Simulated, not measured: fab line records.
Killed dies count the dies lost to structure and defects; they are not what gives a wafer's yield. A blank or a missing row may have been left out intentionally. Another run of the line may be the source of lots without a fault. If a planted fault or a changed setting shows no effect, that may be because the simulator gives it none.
One fault through the eyes of 2 desks + flow gf180mcu + numbers are kept per desk, each desk with only its own; the story behind them comes last

== TOOL OWNER'S DESK, litho track-01 ==
The tool's own readings at GF_HV_LDD_DEVELOP_18 (develop time 60 s): means of the sampled wafers that have a number, for each lot that ran on this tool. Any lot whose mean is over 4 standard deviations away from the usual mean is out of limits and marked OUT; that distance is given in the brackets.
Columns: A = exhaust pa at GF_HV_LDD_DEVELOP_18, usual 45.0 Pa
| lot  | first seen here | A    |
|------|-----------------|------|
| L936 | day 11 03:48    | 45.0 |
| L940 | day 12 13:22    | 44.8 |
| L942 | day 13 02:00    | 45.3 |
| L947 | day 15 01:58    | 45.3 |
| L949 | day 15 09:15    | 45.6 |
| L950 | day 15 19:07    | 46.0 |
Finding of this desk: none of the 6 lots has anything out of limits.

== FROM THE METROLOGY DESK ==
What the gauges read for every lot (on any tool): the sampled wafers with a number, averaged. Any lot whose mean is over 4 standard deviations away from the usual mean is out of limits and marked OUT; that distance is given in the brackets.
Columns: A = cd nm at GF_HV_LDD_CD_MEAS_19, usual 400.2 nm; B = M2_ALCU_RS at GF_M2_RS_MEAS_05, usual 0.0693 ohm/sq; C = M2_OVL at GF_M2_OVL_MEAS_15, usual -2 nm
| lot  | first seen here | A               | B      | C   |
|------|-----------------|-----------------|--------|-----|
| L935 | day 10 21:14    | 403.4           | 0.0689 | -10 |
| L936 | day 11 03:57    | 396.1           | 0.0700 | 0   |
| L937 | day 11 15:20    | 401.5           | 0.0689 | 4   |
| L940 | day 12 13:31    | 403.0           | 0.0699 | 1   |
| L941 | day 12 20:29    | 399.8           | 0.0696 | -6  |
| L942 | day 13 02:09    | 396.2           | 0.0691 | 2   |
| L945 | day 14 04:14    | 399.0           | 0.0703 | -2  |
| L947 | day 15 02:07    | 301.9 (-36) OUT | 0.0696 | -1  |
| L948 | day 15 05:16    | 403.0           | 0.0698 | 4   |
| L949 | day 15 09:24    | 305.7 (-35) OUT | 0.0699 | 4   |
| L950 | day 15 19:16    | 307.9 (-34) OUT | 0.0692 | -16 |
| L954 | day 17 06:28    | 400.9           | 0.0695 | -8  |
| L955 | day 17 12:12    | 396.3           | 0.0686 | -3  |
| L957 | day 18 00:01    | 400.7           | 0.0701 | -3  |
This desk finds L947, L949, L950 out of limits, L947 being first, at day 15 02:07 (cd nm at GF_HV_LDD_CD_MEAS_19). L935, L936, L937, L940, L941, L942, L945, L948, L954, L955, L957: within limits.

== PUT TOGETHER ==
An alarm was possible from the metrology desk at day 15 02:07, on L947, L949, L950.
The tool owner's desk saw nothing out of limits.
On record at the tool owner's desk: L947, L949, L950, within its limits.
Every lot named ran GF_HV_LDD_DEVELOP_18 on litho track-01.

== WHAT HAD BEEN PUT IN BY THE SIMULATOR ==
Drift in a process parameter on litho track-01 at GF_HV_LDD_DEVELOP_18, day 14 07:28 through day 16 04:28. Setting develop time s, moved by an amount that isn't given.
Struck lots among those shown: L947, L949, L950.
Time in hours between the start of the fault and the first out-of-limits reading at each desk: metrology desk, 19.
